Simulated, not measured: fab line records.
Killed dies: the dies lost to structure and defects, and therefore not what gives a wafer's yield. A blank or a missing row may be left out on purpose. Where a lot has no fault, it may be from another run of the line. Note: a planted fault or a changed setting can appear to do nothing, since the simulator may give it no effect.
fab line records	flow sky130
record lots=6	wafers=18	lastDay=49
route steps=708 shown PWDE@52 NWELL@56 PAD_OPEN@708
lots that met no fault: taken from a fault-free run of the same line
startH: the number of hours between the record's first day and the start of the first shown wafer of the lot	waitH: hours from the lot's prior step to this one	" as in the row above	L1.1+2: several wafers, shown together as one row	- value missing, or start not given	* or withheld: withheld	< > ~ a bound
route shown NAME@n: a module of which the file shows steps, and the number in the route of the first	usual: average and standard deviation across the fault-free wafers	same: alike in all rows	chamber/n: place in a boat	sites: per-site readings	_std_site: their standard deviation	_edge_site: the outer-site mean with the inner-site mean subtracted	radiusMm: how far each site lies from the wafer's centre	mask NAME#n: copy n	behind: the most recent tool/chamber to have shaped the wafer	hold: why the lot was held/for how many hours/how that ended	device: which transistor (n, p or np) failed to switch	end of line: the route-end tests of the same wafers	for a step that has no rows: nothing shown but its recipe	killed: at the first sort, the dies lost to defects and structure; wafer yield is something else	map: a wafer's dies, marking killed ones x, the rest . and places with no die _
set.NAME: the setting that was run; set.NAME@STEP: the one run at that earlier step	model.NAME: the simulator's own value behind a step, which no gauge read
a table for each step, a row for each wafer; lots at some steps of the route
services: the hour from which a tool's chamber was out of use, counted from the record's first day as startH (under 0 if before that day), plus the number of hours and why
## steps
# step SKY_PWDE_OVL_MEAS_07
# usual PWDE_OVL=-0.4/1.3
lot.wafer	tool	chamber	startH	waitH	PWDE_OVL[nm]
L277.1	overlay-01	-	85.63	-	-0.3
L277.2	"	-	"	"	0.4
L277.6	"	-	"	"	-0.2
L278.1	overlay-01	-	85.71	-	-0.2
L278.4	"	-	"	"	-1.1
L278.6	"	-	"	"	0.2
L280.3	overlay-02	-	95.24	-	2.9
L280.4	"	-	"	"	-0.3
L280.5	"	-	"	"	0.0
L284.2	overlay-01	-	109.29	-	-0.1
L284.3	"	-	"	"	-0.3
L284.5	"	-	"	"	-0.6
L291.2	overlay-01	-	146.29	-	-1.3
L291.4	"	-	"	"	-1.9
L291.6	"	-	"	"	0.2
L292.1	overlay-01	-	154.22	-	-0.3
L292.2	"	-	"	"	-0.8
L292.5	"	-	"	"	-0.6
# step SKY_PWDE_IMPLANT_08
# recipe species=B	energyKev=150	doseCm2=3.6e+12	tiltDeg=withheld
# step SKY_PWDE_STRIP_09
# recipe chemistry=O2/N2	powerW=1400	pressureMtorr=1500	platenTempC=withheld	o2FlowSccm=3000	n2FlowSccm=300	overashFraction=0.5
# usual drypumpMotorCurrentA=5.6/0.47	o2FlowSccm=2999/7.7	oesProductAu=0.722/0.0045	stripTimeToEndpointS=36.96/0.11
lot.wafer	tool	chamber	startH	waitH	drypumpMotorCurrentA	o2FlowSccm	oesProductAu	rfHoursCounterH	stripTimeToEndpointS
L277.1	plasmaAsher-01	1	85.82	0.1	5.6	2983	0.724	39	36.85
L277.2	"	0	"	"	6.4	2998	0.725	39	36.83
L277.6	"	0	"	"	6.4	3006	0.712	-	36.90
L278.1	plasmaAsher-02	0	85.89	0.1	4.9	2992	0.723	42	36.81
L278.4	"	1	"	"	5.4	3002	0.720	-	36.86
L278.6	"	0	"	"	4.9	2998	0.724	-	36.93
L280.3	plasmaAsher-02	1	95.45	0.1	5.4	2984	0.718	-	36.75
L280.4	"	0	"	"	4.9	3004	0.726	-	36.85
L280.5	"	1	"	"	5.4	3003	0.724	-	36.89
L284.2	plasmaAsher-01	1	109.47	0.1	5.6	3008	0.722	41	37.08
L284.3	"	0	"	"	6.4	2996	0.721	-	37.08
L284.5	"	1	"	"	5.6	3006	0.723	-	37.02
L291.2	plasmaAsher-04	1	146.47	0.1	6.0	2990	0.720	32	36.91
L291.4	"	0	"	"	5.8	3003	0.719	-	36.97
L291.6	"	1	"	"	6.0	3000	0.727	-	37.03
L292.1	plasmaAsher-04	0	154.40	0.1	5.7	3005	0.720	33	37.08
L292.2	"	1	"	"	6.0	2993	0.714	33	37.04
L292.5	"	0	"	"	5.7	3006	0.724	-	37.15
# step SKY_PWDE_TW_MEAS_10
# usual PWDE_TW=374/3.2
lot.wafer	tool	chamber	startH	waitH	PWDE_TW
L277.1	filmMetro-04	-	85.92	0.1	374
L277.2	"	-	"	"	372
L277.6	"	-	"	"	375
L278.1	filmMetro-02	-	85.99	0.1	369
L278.4	"	-	"	"	372
L278.6	"	-	"	"	372
L280.3	filmMetro-04	-	95.54	0.1	374
L280.4	"	-	"	"	375
L280.5	"	-	"	"	374
L284.2	filmMetro-02	-	109.58	0.1	370
L284.3	"	-	"	"	368
L284.5	"	-	"	"	370
L291.2	filmMetro-04	-	146.58	0.1	374
L291.4	"	-	"	"	375
L291.6	"	-	"	"	375
L292.1	filmMetro-03	-	154.50	0.1	376
L292.2	"	-	"	"	375
L292.5	"	-	"	"	375
# step SKY_NWELL_DEHYDRATE_03
# recipe tempC=200	timeS=60
# step SKY_NWELL_HMDS_04
# recipe primeTimeS=60	primeTempC=120
# step SKY_NWELL_COAT_05
# recipe spinRpm=2000	resistThkNm=3000
# step SKY_NWELL_SOFTBAKE_06
# recipe tempC=110	timeS=withheld
# step SKY_NWELL_EXPOSE_07
# recipe maskId=NWM	na=0.6	sourceShape=conventional	sigmaOuter=0.6	polarization=unpolarized	targetCdNm=840	doseMj=255
# step SKY_NWELL_PEB_08
# recipe tempC=115	timeS=withheld
# step SKY_NWELL_DEVELOP_09
# recipe wallAngleDeg=90	developer=TMAH	developTimeS=60	devTempC=23
# step SKY_NWELL_OVL_MEAS_10
# usual NWELL_00_OVL=-1.7/1.6
lot.wafer	tool	chamber	startH	waitH	NWELL_00_OVL[nm]
L277.1	overlay-01	-	103.61	-	-3.2
L277.2	"	-	"	"	-3.8
L277.6	"	-	"	"	-4.6
L278.1	overlay-02	-	103.64	-	-3.0
L278.4	"	-	"	"	-3.6
L278.6	"	-	"	"	-3.5
L280.3	overlay-02	-	114.30	-	-0.1
L280.4	"	-	"	"	2.2
L280.5	"	-	"	"	1.2
L284.2	overlay-02	-	128.57	-	-3.2
L284.3	"	-	"	"	-2.3
L284.5	"	-	"	"	-1.1
L291.2	overlay-01	-	166.16	-	-0.3
L291.4	"	-	"	"	-3.9
L291.6	"	-	"	"	-2.3
L292.1	overlay-01	-	174.25	-	-3.5
L292.2	"	-	"	"	-3.2
L292.5	"	-	"	"	-3.2
# step SKY_NWELL_IMPLANT_11
# recipe species=P	energyKev=400	doseCm2=1.9e+13	tiltDeg=withheld
# usual doseIonsCm2=1.8997e+13/2.1e+10	endStationPressureTorr=5.11e-06/2.6e-07	faradayCurrentUA=107.2/2.2
lot.wafer	tool	chamber	startH	waitH	doseIonsCm2	endStationPressureTorr	faradayCurrentUA
L277.1	implanter-03	0	103.64	0.0	1.8986e+13	5.54e-06	106.6
L277.2	"	0	"	"	1.9001e+13	4.66e-06	109.4
L277.6	"	0	"	"	1.8998e+13	4.79e-06	106.8
L278.1	implanter-02	0	103.67	0.0	1.9014e+13	5.22e-06	104.8
L278.4	"	0	"	"	1.9015e+13	4.98e-06	105.4
L278.6	"	0	"	"	1.9021e+13	5.14e-06	109.2
L280.3	implanter-01	0	114.37	0.1	1.9012e+13	5.1e-06	104.2
L280.4	"	0	"	"	1.9012e+13	5.28e-06	107.1
L280.5	"	0	"	"	1.8964e+13	5.07e-06	108.1
L284.2	implanter-02	0	128.63	0.0	1.8997e+13	5.11e-06	108.4
L284.3	"	0	"	"	1.8994e+13	4.85e-06	109.8
L284.5	"	0	"	"	1.9003e+13	5.18e-06	110.1
L291.2	implanter-01	0	166.22	0.0	1.5058e+13	5.34e-06	84.3
L291.4	"	0	"	"	1.5069e+13	5.22e-06	85.4
L291.6	"	0	"	"	1.5082e+13	5.4e-06	87.1
L292.1	implanter-01	0	174.29	0.0	1.5058e+13	4.97e-06	84.3
L292.2	"	0	"	"	1.5036e+13	4.79e-06	86.8
L292.5	"	0	"	"	1.5017e+13	5.39e-06	85.3
# step SKY_NWELL_IMPLANT_12
# recipe species=P	energyKev=120	doseCm2=1.3e+12	tiltDeg=withheld
# step SKY_NWELL_IMPLANT_13
# recipe species=P	energyKev=50	doseCm2=7e+11	tiltDeg=withheld
# step SKY_NWELL_STRIP_14
# recipe chemistry=O2/N2	powerW=1400	pressureMtorr=1500	platenTempC=withheld	o2FlowSccm=3000	n2FlowSccm=300	overashFraction=0.5
# usual drypumpMotorCurrentA=5.6/0.57	o2FlowSccm=3000/9	oesProductAu=0.722/0.0046	stripTimeToEndpointS=36.92/0.12
lot.wafer	tool	chamber	startH	waitH	drypumpMotorCurrentA	o2FlowSccm	oesProductAu	rfHoursCounterH	stripTimeToEndpointS
L277.1	plasmaAsher-02	1	104.09	0.1	5.4	2995	0.725	43	36.96
L277.2	"	0	"	"	4.9	2999	0.723	43	36.86
L277.6	"	1	"	"	5.4	2980	0.727	-	36.83
L278.1	plasmaAsher-04	1	104.12	0.1	6.0	2998	0.727	28	36.67
L278.4	"	1	"	"	6.0	3006	0.720	-	36.87
L278.6	"	0	"	"	5.8	2983	0.729	-	36.79
L280.3	plasmaAsher-02	1	114.81	0.1	5.4	3003	0.724	-	37.22
L280.4	"	0	"	"	4.9	2982	0.720	-	37.07
L280.5	"	0	"	"	4.9	2967	0.720	-	37.08
L284.2	plasmaAsher-02	1	129.05	0.1	5.4	2994	0.721	46	36.79
L284.3	"	0	"	"	4.9	2986	0.724	-	36.82
L284.5	"	1	"	"	5.4	2983	0.714	-	36.69
L291.2	plasmaAsher-03	0	166.64	0.1	4.9	3004	0.733	5	36.97
L291.4	"	1	"	"	6.3	3010	0.720	-	36.95
L291.6	"	0	"	"	4.9	3002	0.721	-	37.06
L292.1	plasmaAsher-02	0	174.74	0.1	4.9	3000	0.726	51	36.96
L292.2	"	1	"	"	5.4	3004	0.720	51	36.90
L292.5	"	0	"	"	4.9	2999	0.721	-	36.92
# step SKY_NWELL_TW_MEAS_15
# usual NWELL_TW=1816/17
lot.wafer	tool	chamber	startH	waitH	NWELL_TW
L277.1	filmMetro-04	-	104.19	0.1	1810
L277.2	"	-	"	"	1813
L277.6	"	-	"	"	1824
L278.1	filmMetro-03	-	104.22	0.1	1845
L278.4	"	-	"	"	1846
L278.6	"	-	"	"	1854
L280.3	filmMetro-03	-	114.89	0.1	1844
L280.4	"	-	"	"	1834
L280.5	"	-	"	"	1832
L284.2	filmMetro-02	-	129.16	0.1	1790
L284.3	"	-	"	"	1791
L284.5	"	-	"	"	1787
L291.2	filmMetro-02	-	166.75	0.1	1690
L291.4	"	-	"	"	1688
L291.6	"	-	"	"	1682
L292.1	filmMetro-02	-	174.84	0.1	1671
L292.2	"	-	"	"	1667
L292.5	"	-	"	"	1678
# step SKY_NWELL_DEHYDRATE_16
# recipe tempC=200	timeS=60
# step SKY_NWELL_HMDS_17
# recipe primeTimeS=60	primeTempC=120
# step SKY_NWELL_COAT_18
# recipe spinRpm=2000	resistThkNm=3000
# step SKY_NWELL_SOFTBAKE_19
# recipe tempC=110	timeS=withheld
# step SKY_NWELL_EXPOSE_20
# recipe maskId=NWM_COMPLEMENT	na=0.6	sourceShape=conventional	sigmaOuter=0.6	polarization=unpolarized	targetCdNm=840	doseMj=260
# step SKY_NWELL_PEB_21
# recipe tempC=115	timeS=withheld
# step SKY_NWELL_DEVELOP_22
# recipe wallAngleDeg=90	developer=TMAH	developTimeS=60	devTempC=23
# step SKY_NWELL_OVL_MEAS_23
# usual NWELL_01_OVL=-0.5/1.4
lot.wafer	tool	chamber	startH	waitH	NWELL_01_OVL[nm]
L277.1	overlay-01	-	122.32	-	-0.3
L277.2	"	-	"	"	1.4
L277.6	"	-	"	"	-1.0
L278.1	overlay-01	-	122.45	-	0.7
L278.4	"	-	"	"	1.4
L278.6	"	-	"	"	1.3
L280.3	overlay-01	-	134.17	-	0.9
L280.4	"	-	"	"	-2.0
L280.5	"	-	"	"	1.0
L284.2	overlay-01	-	148.19	-	-1.0
L284.3	"	-	"	"	-1.1
L284.5	"	-	"	"	-1.0
L291.2	overlay-01	-	187.21	-	-0.5
L291.4	"	-	"	"	-1.3
L291.6	"	-	"	"	0.8
L292.1	overlay-01	-	195.59	-	2.0
L292.2	"	-	"	"	1.0
L292.5	"	-	"	"	-0.1
# step SKY_NWELL_IMPLANT_24
# recipe species=B	energyKev=140	doseCm2=9.2e+12	tiltDeg=withheld
# step SKY_NWELL_STRIP_25
# recipe chemistry=O2/N2	powerW=1400	pressureMtorr=1500	platenTempC=withheld	o2FlowSccm=3000	n2FlowSccm=300	overashFraction=0.5
# usual drypumpMotorCurrentA=5.4/0.5	o2FlowSccm=3000/9.7	oesProductAu=0.722/0.0042	stripTimeToEndpointS=36.92/0.11
lot.wafer	tool	chamber	startH	waitH	drypumpMotorCurrentA	o2FlowSccm	oesProductAu	rfHoursCounterH	stripTimeToEndpointS
L277.1	plasmaAsher-03	0	122.50	0.1	4.9	2992	0.725	0	37.10
L277.2	"	1	"	"	6.3	3011	0.729	0	37.00
L277.6	"	0	"	"	4.9	2990	0.723	-	37.13
L278.1	plasmaAsher-02	1	122.64	0.1	5.4	2988	0.720	46	36.76
L278.4	"	1	"	"	5.4	2991	0.731	-	36.84
L278.6	"	0	"	"	5.0	3000	0.730	-	36.74
L280.3	plasmaAsher-02	0	134.37	0.1	4.9	3002	0.722	-	36.87
L280.4	"	1	"	"	5.4	3021	0.720	-	37.01
L280.5	"	0	"	"	5.0	3008	0.718	-	36.96
L284.2	plasmaAsher-02	1	148.37	0.1	5.4	3002	0.720	48	36.92
L284.3	"	1	"	"	5.4	2987	0.720	-	36.98
L284.5	"	1	"	"	5.4	2994	0.719	-	36.88
L291.2	plasmaAsher-02	0	187.39	0.1	4.9	3003	0.717	52	36.87
L291.4	"	1	"	"	5.4	2996	0.719	-	36.89
L291.6	"	1	"	"	5.4	3003	0.722	-	36.99
L292.1	plasmaAsher-03	0	195.77	0.1	4.9	2996	0.721	7	36.95
L292.2	"	1	"	"	6.3	2982	0.723	7	37.08
L292.5	"	1	"	"	6.3	2990	0.726	-	37.04
# step SKY_NWELL_TW_MEAS_26
# usual NWELL_2_TW=497/4.3
lot.wafer	tool	chamber	startH	waitH	NWELL_2_TW
L277.1	filmMetro-04	-	122.60	0.1	500
L277.2	"	-	"	"	502
L277.6	"	-	"	"	503
L278.1	filmMetro-03	-	122.74	0.1	498
L278.4	"	-	"	"	499
L278.6	"	-	"	"	500
L280.3	filmMetro-03	-	134.46	0.1	497
L280.4	"	-	"	"	500
L280.5	"	-	"	"	502
L284.2	filmMetro-04	-	148.48	0.1	497
L284.3	"	-	"	"	495
L284.5	"	-	"	"	497
L291.2	filmMetro-04	-	187.50	0.1	499
L291.4	"	-	"	"	499
L291.6	"	-	"	"	498
L292.1	filmMetro-02	-	195.87	0.1	491
L292.2	"	-	"	"	489
L292.5	"	-	"	"	491
# step SKY_NWELL_CLEAN_27
# recipe chemistry=SC1/SC2	mix=1:4:20	tempC=70	timeS=150	dry=n2Spin
# step SKY_NWELL_RTA_28
# recipe tempC=1050	timeS=30	idleTempC=650	rampUpCPerS=150	rampDownCPerS=90	ambient=N2
# usual chamberO2Ppm=2.002/0.021	lampPowerPct=25.31/0.057	wafer_temp_C_max=1054.9/0.94
lot.wafer	tool	chamber	startH	waitH	chamberO2Ppm	lampPowerPct	wafer_temp_C_max
L277.1	rtpAnneal-02	0	122.71	0.0	1.991	25.33	1054.1
L277.2	"	0	"	"	1.976	25.29	1054.9
L277.6	"	0	"	"	1.997	25.26	1054.7
L278.1	rtpAnneal-01	0	122.85	0.0	1.968	25.31	1055.1
L278.4	"	0	"	"	2.002	25.30	1054.2
L278.6	"	0	"	"	2.006	25.31	1053.6
L280.3	rtpAnneal-02	0	134.58	0.0	2.065	25.30	1055.5
L280.4	"	0	"	"	2.016	25.22	1057.6
L280.5	"	0	"	"	2.036	25.33	1054.7
L284.2	rtpAnneal-02	0	148.60	0.0	1.973	25.20	1054.8
L284.3	"	0	"	"	1.973	25.44	1055.3
L284.5	"	0	"	"	1.967	25.22	1054.9
L291.2	rtpAnneal-01	0	187.62	0.0	1.987	25.31	1054.4
L291.4	"	0	"	"	2.002	25.30	1054.0
L291.6	"	0	"	"	1.998	25.35	1054.1
L292.1	rtpAnneal-02	0	195.98	0.0	1.974	25.24	1054.8
L292.2	"	0	"	"	2.022	25.32	1053.0
L292.5	"	0	"	"	2.011	25.20	1056.9
# step SKY_NWELL_RS_MEAS_29
# recipe thkMeasGauge=four-point-probe
# usual NWELL_RS=625.6/1.9
lot.wafer	tool	chamber	startH	waitH	NWELL_RS[ohm/sq]
L277.1	filmMetro-02	-	122.81	0.1	622.0
L277.2	"	-	"	"	625.4
L277.6	"	-	"	"	624.2
L278.1	filmMetro-04	-	122.95	0.1	623.8
L278.4	"	-	"	"	624.3
L278.6	"	-	"	"	625.3
L280.3	filmMetro-04	-	134.69	0.1	626.4
L280.4	"	-	"	"	626.0
L280.5	"	-	"	"	625.5
L284.2	filmMetro-02	-	148.70	0.1	624.1
L284.3	"	-	"	"	624.3
L284.5	"	-	"	"	624.1
L291.2	filmMetro-02	-	187.72	0.1	705.1
L291.4	"	-	"	"	705.9
L291.6	"	-	"	"	706.1
L292.1	filmMetro-04	-	196.08	0.1	711.0
L292.2	"	-	"	"	711.0
L292.5	"	-	"	"	711.0
# step SKY_PAD_OPEN_PROBE_99
# usual killed_at_M0_to_M3=43/7	killed_at_M4_up=3.1/1.9	killedAtContacts=25/6.1	killedAtFrontEnd=15/4.5	killedAtOther=0.3/0.55	killedDies=87/8.9	killedOpen=47/6.4	killedShort=40/6.6
# same grossDies=492	killedAtBackSide=0
lot.wafer	tool	chamber	startH	waitH	killed_at_M0_to_M3	killed_at_M4_up	killedAtContacts	killedAtFrontEnd	killedAtOther	killedDies	killedOpen	killedShort	model.etest.nfet_16v.rOnOhmUm	model.etest.resNwell.lineOhmUm	model.etest.resNwell.rsOhmSq	model.etest.tip_p_5v.rsOhmSq	model.etest.resIsoPwell.widthNm	model.etest.resNwell.widthNm	model.etest.pfet_16v.driveUaUm	model.etest.fieldP.vtV
L277.1	prober-02	-	1091.20	0.1	54	3	25	17	0	99	53	46	1.422e+04	1092	932.2	2806	2624	856.3	241.5	-42.04
L277.2	prober-02	-	1091.25	0.1	47	1	42	12	0	102	58	44	1.427e+04	1087	939.4	2824	2634	851.9	239.2	-42.16
L277.6	prober-02	-	1091.45	0.2	38	0	20	20	1	79	48	31	1.427e+04	1100	932.3	2841	2628	850.8	242.8	-41.81
L278.1	prober-01	-	1098.43	0.1	50	2	21	11	0	84	51	33	1.388e+04	1182	979.7	2871	2649	831.9	244.2	-42.77
L278.4	prober-01	-	1098.58	0.2	32	1	24	19	0	76	46	30	1.381e+04	1184	994.1	2911	2649	826.6	241.2	-43.21
L278.6	prober-01	-	1098.68	0.2	40	3	21	15	0	79	37	42	1.388e+04	1190	1002	2872	2665	827.5	239.9	-43.54
L280.3	prober-02	-	1106.37	0.2	47	7	28	7	0	89	47	41	1.413e+04	1134	924.2	2830	2654	835	245.3	-40.93
L280.4	prober-02	-	1106.42	0.2	43	5	30	16	0	94	54	40	1.416e+04	1157	975	2842	2651	840.1	240.5	-43.36
L280.5	prober-02	-	1106.47	0.2	49	0	26	9	0	84	45	38	1.411e+04	1164	972.6	2838	2636	841.3	237.8	-43.59
L284.2	prober-01	-	1133.63	0.1	42	5	17	13	0	77	49	28	1.419e+04	1172	986.2	2846	2661	832.1	237.5	-43.47
L284.3	prober-01	-	1133.68	0.2	48	3	17	16	0	84	40	44	1.416e+04	1130	934.9	2856	2657	832.2	241.3	-40.57
L284.5	prober-01	-	1133.78	0.2	43	6	24	11	0	84	41	43	1.426e+04	1188	996.3	2879	2661	831.5	235.9	-43.88
L291.2	prober-02	-	1162.92	0.1	39	7	24	12	0	82	46	36	1.48e+04	1343	1102	2807	2678	810	259.2	-37.46
L291.4	prober-02	-	1163.02	0.2	40	1	28	9	3	81	48	32	1.496e+04	1318	1073	2806	2677	807.5	261	-35.94
L291.6	prober-02	-	1163.12	0.2	42	1	17	17	0	77	30	47	1.488e+04	1300	1053	2824	2686	807	263.3	-35.54
L292.1	prober-01	-	1165.04	0.1	54	2	30	16	0	102	54	48	1.48e+04	1326	1097	2807	2639	832.4	258.7	-36.49
L292.2	prober-01	-	1165.09	0.1	58	2	33	10	0	103	58	44	1.47e+04	1277	1075	2808	2656	829.3	260.5	-35.85
L292.5	prober-01	-	1165.24	0.2	38	4	25	15	0	82	46	35	1.452e+04	1312	1084	2784	2657	827.8	262.8	-35.82
# killed by level:class
L277.1 VIA1:geometricParticle:open=15 CONTACT:geometricParticle:open=11 VIA1:geometricParticle:short=8 FIELD_ISO:geometricParticle:short=7 METAL2:geometricParticle:short=6 FIELD_ISO:geometricParticle:open=5 VIA2:geometricParticle:open=5 VIA3:geometricParticle:open=5
L277.2 CONTACT:geometricParticle:open=15 VIA1:geometricParticle:open=14 LI_CONTACT:geometricParticle:open=9 CONTACT:geometricParticle:short=8 VIA2:geometricParticle:open=8 LI_CONTACT:geometricParticle:short=7 METAL3:geometricParticle:short=6 VIA1:geometricParticle:short=5
L277.6 VIA3:geometricParticle:open=10 VIA2:geometricParticle:open=8 CONTACT:geometricParticle:open=6 LOCAL_INTERCONNECT:geometricParticle:short=6 FIELD_ISO:geometricParticle:short=5 LI_CONTACT:geometricParticle:open=5 VIA1:geometricParticle:open=5 METAL2:geometricParticle:short=5
L278.1 VIA1:geometricParticle:open=21 CONTACT:geometricParticle:open=11 LI_CONTACT:geometricParticle:short=6 METAL1:geometricParticle:short=6 METAL2:geometricParticle:short=5 METAL2:geometricParticle:open=4 VIA2:geometricParticle:open=4 VIA3:geometricParticle:open=4
L278.4 CONTACT:geometricParticle:open=9 LI_CONTACT:geometricParticle:open=7 VIA1:geometricParticle:open=7 FIELD_ISO:geometricParticle:open=6 VIA3:geometricParticle:open=5 FIELD_ISO:geometricParticle:short=4 METAL1:geometricParticle:short=4 VIA1:geometricParticle:short=4
L278.6 VIA1:geometricParticle:open=13 LI_CONTACT:geometricParticle:open=10 VIA1:geometricParticle:short=8 VIA2:geometricParticle:short=5 FIELD_ISO:geometricParticle:short=4 CONTACT:geometricParticle:open=4 VIA2:geometricParticle:open=4 FIELD_ISO:geometricParticle:open=3
L280.3 METAL2:geometricParticle:short=11 LI_CONTACT:geometricParticle:open=8 CONTACT:geometricParticle:open=8 VIA1:geometricParticle:open=8 CONTACT:geometricParticle:short=7 VIA3:geometricParticle:open=7 VIA1:geometricParticle:short=4 VIA2:geometricParticle:open=4
L280.4 VIA1:geometricParticle:open=12 CONTACT:geometricParticle:open=10 VIA2:geometricParticle:open=9 LI_CONTACT:geometricParticle:open=7 CONTACT:geometricParticle:short=6 METAL2:geometricParticle:short=6 FIELD_ISO:geometricParticle:short=4 FIELD_ISO:geometricParticle:open=4
L280.5 LI_CONTACT:geometricParticle:open=10 VIA1:geometricParticle:open=10 VIA3:geometricParticle:open=9 CONTACT:geometricParticle:open=8 METAL2:geometricParticle:short=7 CONTACT:geometricParticle:short=6 VIA1:geometricParticle:short=6 VIA2:geometricParticle:open=5
L284.2 VIA1:geometricParticle:open=9 VIA3:geometricParticle:open=9 CONTACT:geometricParticle:open=7 POLY_GATE:geometricParticle:open=6 VIA2:geometricParticle:open=6 METAL1:geometricParticle:short=4 VIA1:geometricParticle:short=4 LI_CONTACT:geometricParticle:open=3
L284.3 VIA1:geometricParticle:open=12 VIA2:geometricParticle:open=7 CONTACT:geometricParticle:short=7 METAL1:geometricParticle:short=6 VIA3:geometricParticle:open=6 METAL2:geometricParticle:short=5 FIELD_ISO:geometricParticle:open=4 FIELD_ISO:geometricParticle:short=4
L284.5 CONTACT:geometricParticle:open=10 VIA1:geometricParticle:short=10 LI_CONTACT:geometricParticle:open=7 VIA1:geometricParticle:open=7 VIA2:geometricParticle:open=7 CONTACT:geometricParticle:short=6 VIA2:geometricParticle:short=5 METAL4:geometricParticle:short=5
L291.2 VIA2:geometricParticle:open=10 CONTACT:geometricParticle:open=9 VIA1:geometricParticle:short=7 CONTACT:geometricParticle:short=6 VIA1:geometricParticle:open=6 VIA3:geometricParticle:open=5 METAL4:geometricParticle:short=5 POLY_GATE:geometricParticle:open=4
L291.4 VIA1:geometricParticle:open=13 CONTACT:geometricParticle:short=8 VIA2:geometricParticle:open=8 VIA1:geometricParticle:short=7 CONTACT:geometricParticle:open=7 LI_CONTACT:geometricParticle:open=6 VIA3:geometricParticle:open=6 FIELD_ISO:geometricParticle:short=4
L291.6 VIA1:geometricParticle:open=11 LI_CONTACT:geometricParticle:short=7 METAL1:geometricParticle:short=5 VIA1:geometricParticle:short=5 VIA2:geometricParticle:short=5 CONTACT:geometricParticle:open=4 METAL3:geometricParticle:short=4 METAL2:geometricParticle:short=4
L292.1 LI_CONTACT:geometricParticle:open=10 VIA2:geometricParticle:open=10 CONTACT:geometricParticle:open=9 METAL1:geometricParticle:short=7 VIA1:geometricParticle:open=7 METAL3:geometricParticle:short=7 POLY_GATE:geometricParticle:short=6 VIA1:geometricParticle:short=6
L292.2 CONTACT:geometricParticle:open=14 VIA2:geometricParticle:open=13 LI_CONTACT:geometricParticle:open=9 VIA3:geometricParticle:open=8 VIA1:geometricParticle:open=8 METAL1:geometricParticle:short=7 FIELD_ISO:geometricParticle:short=4 LOCAL_INTERCONNECT:geometricParticle:short=4
L292.5 CONTACT:geometricParticle:open=11 VIA1:geometricParticle:short=8 VIA1:geometricParticle:open=8 METAL1:geometricParticle:short=7 LI_CONTACT:geometricParticle:open=5 LI_CONTACT:geometricParticle:short=4 FIELD_ISO:geometricParticle:open=3 METAL4:geometricParticle:short=3
## services
tool	chamber	startH	hours	kind
plasmaAsher-04	-	67.75	3.5	repair
plasmaAsher-03	-	108.75	9.0	pm
plasmaAsher-03	0	108.75	9.0	ventCycle
plasmaAsher-03	1	108.75	9.0	ventCycle
implanter-02	-	110.16	1.5	repair
plasmaAsher-03	-	110.28	3.5	repair
plasmaAsher-04	-	112.68	1.3	repair
plasmaAsher-03	0	117.75	-	clean
plasmaAsher-03	1	117.75	-	clean
implanter-03	-	127.09	0.7	repair
plasmaAsher-02	-	153.70	0.9	repair
plasmaAsher-02	-	184.78	1.8	repair
## key
firstSign step=SKY_NWELL_IMPLANT_11	reading=doseIonsCm2	direction=down	sigmas=99+	usual=*	struck=*
effect step=SKY_NWELL_IMPLANT_11	reading=faradayCurrentUA	direction=down	sigmas=9.8	usual=107.2	struck=85.6
effect step=SKY_NWELL_TW_MEAS_15	reading=NWELL_TW	direction=down	sigmas=7.9	usual=1816	struck=1679
effect step=SKY_NWELL_RS_MEAS_29	reading=NWELL_RS	direction=up	sigmas=44	usual=625.6	struck=708.4
modelEffect step=SKY_PAD_OPEN_PROBE_99	value=etest.nfet_16v.rOnOhmUm	without=1.383e+04	struck=1.478e+04
metAt SKY_NWELL_IMPLANT_11
struckWafers L291.2,L291.4,L291.6,L292.1,L292.2,L292.5
testerLeftOut L291,L292
onsetBetween 114.37 166.22
fault kind=processParameterDrift	tool=implanter-01	chamber=-	onsetH=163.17	steps=SKY_NWELL_IMPLANT_11	channel=doseCm2	offset=*	shape=step	endH=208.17	actsIn=*	stated=*
# testerLeftOut: of these lots the tester's yield and bins aren't shown, on N5 and GAA mostly nor the transistor test; their killed dies are dies lost to structure and defects alone, not to doping, threshold or leakage, so they don't give the yield
